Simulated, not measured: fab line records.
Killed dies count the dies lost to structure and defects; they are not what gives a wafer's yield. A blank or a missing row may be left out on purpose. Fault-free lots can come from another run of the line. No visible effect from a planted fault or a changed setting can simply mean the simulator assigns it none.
Problem report, 8D (eight disciplines) form, completed by code + flow gf180mcu + the parts of the form that need people (team, actions taken, sign-off) are left out

== 1. THE PROBLEM ==
STI_CVD_23_THK at GF_STI_THK_MEAS_24 reads a mean of 920 nm on 5 wafers of 3 lots; wafers without a fault read 649 nm with a standard deviation of 5.7. That is +48 standard deviations from the usual mean.
First observed at day 4 09:05: wafer L633.2, on film_metro-03. The record has a number at this step for 35 wafers belonging to 12 lots. Rule for "out" (also "out of limits"): further than 4 standard deviations from the usual mean. The rest of the wafers with a number are treated as sound.

== 2. WHAT IT IS; WHAT IT IS NOT ==
| question                    | is                                     | is not                                                                                       |
|-----------------------------|----------------------------------------|----------------------------------------------------------------------------------------------|
| which readings at this step | STI_CVD_23_THK                         | -                                                                                            |
| which lots                  | L633, L634, L637                       | L624, L626, L629, L630, L631, L635, L643, L644, L647                                         |
| which wafers of those lots  | L633.2, L634.2, L634.5, L637.2, L637.5 | L633.1, L633.3, L634.4                                                                       |
| read on which gauges        | film_metro-02, film_metro-03           | film_metro-01                                                                                |
| when                        | from day 4 09:05                       | up to then (17 sound wafers); but 13 sound wafers of L634, L635, L643, L644, L647 came after |

== 3. WHAT RULES OUT EACH SUSPECT ==
Counting: a tool at a process step up to the reading stays a suspect if it ran every lot that is out. Sound lots after the first of them don't rule it out here, since some wafers of a struck lot are sound.
- the gauge at GF_STI_THK_MEAS_24 has been ruled out. Those wafers that are out were read across 2 gauges (film_metro-02, film_metro-03).
- hdpcvd-02 at GF_STI_CVD_23 (deposits SiO2, target thk 650 nm, time 108.3 s): kept. Ran every lot that is out, first one L633 (day 4 09:01); last sound lot up to then L631 (day 3 17:49).
After counting, what remains is hdpcvd-02 at GF_STI_CVD_23.

== 4. THE CAUSE (what the simulator had put in) ==
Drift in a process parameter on hdpcvd-02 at GF_STI_CVD_23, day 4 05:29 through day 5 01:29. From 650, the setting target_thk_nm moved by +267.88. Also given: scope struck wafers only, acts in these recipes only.
Only this tool survived the counting.

== 5. THE CHAIN OF EFFECTS, in route order ==
Rows list readings where the struck wafers' mean (over those with a number) sits beyond 3 standard deviations from the usual. Readings are gone through only where the record gives a usual standard deviation; hours: the median, over the lots, of the time from a lot's start at the first step in this table giving one to that lot's start at this step; sigmas: the change measured in usual standard deviations.
| hours | step               | reading            | usual  | on struck wafers | change | sigmas |
|-------|--------------------|--------------------|--------|------------------|--------|--------|
| 0     | GF_STI_THK_MEAS_24 | STI_CVD_23_THK     | 649 nm | 920              | +271   | +48    |
| 0     | GF_STI_CMP_25      | time_to_endpoint_s | 123 s  | 174              | +51    | +10    |
Its process steps:
- GF_STI_CMP_25: polishes, stops on Si3N4, t overpolish 33 s, target thk 524.6 nm.

== 6. HOW IT WOULD HAVE BEEN CAUGHT EARLIER ==
Counted from the fault's start at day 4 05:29, it took 4 hours until the first out-of-limits reading at a measuring or inspecting step in this record, taken at day 4 09:05.
L634, L637, from the lots that are out (3), started GF_STI_CVD_23 on hdpcvd-02 later than day 4 09:05. A hold on the tool at that time would have spared those 2.
